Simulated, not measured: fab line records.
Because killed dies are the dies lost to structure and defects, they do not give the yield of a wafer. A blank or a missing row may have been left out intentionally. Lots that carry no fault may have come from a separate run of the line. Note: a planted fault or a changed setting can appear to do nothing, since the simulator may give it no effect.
A lot that was struck, set against a sound lot | flow sky130 | 15 out of 708 route steps
Sound: these wafers, L489.2, L489.4, L489.5. Wafers L502.2, L502.4, L502.6 were the ones struck. At the end, the cause is stated.
For every step that has rows: the tool of each side, followed by ch and its chambers, followed by its first start. Under that, the readings that differ: sound wafers | struck wafers | difference of the means | sigmas: that difference in standard deviations of wafers without a fault.
alike: readings whose means differ by less than 2 such deviations, and words and numbers that are the same on both sides. not compared: withheld readings, readings that some wafer has no value for, bounds like >300 that may hide the same value, and numbers for which the record gives no deviation and whose values overlap.
The two part at a step that has a row with sigmas, a row that says differs or no value, or rows on one side only. Non-overlapping numbers with no deviation appear without sigmas and do not part them. A reading that every wafer of one side lacks parts them only if that side has two wafers or more.

first, 2 steps without rows for these wafers: SKY_LDD_HVP_PEB_05; SKY_LDD_HVP_DEVELOP_06 (develop time 60 s).
SKY_LDD_HVP_OVL_MEAS_07:
  sound: overlay-02 at day 22 06:30; struck: overlay-02 at day 27 10:20
  alike: LDD_HVP_OVL
next, for these wafers, 1 step has no rows: SKY_LDD_HVP_IMPLANT_08.
SKY_LDD_HVP_STRIP_09: strips in O2/N2.
  sound on plasmaAsher-04 ch 0, day 22 06:41; struck on plasmaAsher-01 ch 0,1, day 27 10:31
  alike: drypumpMotorCurrentA, oesProductAu, stripTimeToEndpointS
  not compared: rfHoursCounterH
SKY_LDD_HVP_TW_MEAS_10:
  sound: filmMetro-04 at day 22 06:47; struck: filmMetro-01 at day 27 10:37
  alike: LDD_HVP_TW
then, 6 steps without rows for these wafers: SKY_LDD_LDN_DEHYDRATE_00 (time 60 s); SKY_LDD_LDN_HMDS_01 (prime time 60 s); SKY_LDD_LDN_COAT_02 (resist thk 1140 nm); SKY_LDD_LDN_SOFTBAKE_03 (time 60 s); SKY_LDD_LDN_EXPOSE_04 (exposes mask LDNTM, target cd 700 nm); SKY_LDD_LDN_PEB_05.
SKY_LDD_LDN_DEVELOP_06: develop time 60 s.
  sound on lithoTrack-02 ch 0, day 23 12:59; struck on lithoTrack-02 ch 0, day 28 13:59
reading            | sound             | struck            | difference | sigmas
developerTempC (C) | 23.04 22.89 23.07 | 22.23 22.23 22.29 | -0.75      | -8
  alike: chillPlateTempC
SKY_LDD_LDN_OVL_MEAS_07:
  sound: overlay-02 at day 23 13:07; struck: overlay-01 at day 28 14:07
  alike: LDD_LDN_OVL
-- a jump in the record: the struck wafers' starts before and after are 21 days apart (it breaks off in module LDD_LDN and resumes in module PAD_OPEN, where the first step shown is number 708 of the route) --
SKY_PAD_OPEN_PROBE_99:
  sound: prober-01 at day 46 05:50; struck: prober-02 at day 49 15:27
reading       | sound | struck | difference | sigmas
killedAtOther | 2 3 0 | 1 0 0  | -1         | -2
  alike: killed_at_M0_to_M3, killed_at_M4_up, killedAtContacts, killedAtFrontEnd, killedDies, killedOpen, killedShort

WHERE THEY PART
At SKY_LDD_LDN_DEVELOP_06 first; at SKY_PAD_OPEN_PROBE_99 last (within this record only).

WHY: the cause the simulator had injected
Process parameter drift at SKY_LDD_LDN_DEVELOP_06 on lithoTrack-02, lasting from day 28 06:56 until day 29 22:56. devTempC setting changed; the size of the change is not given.
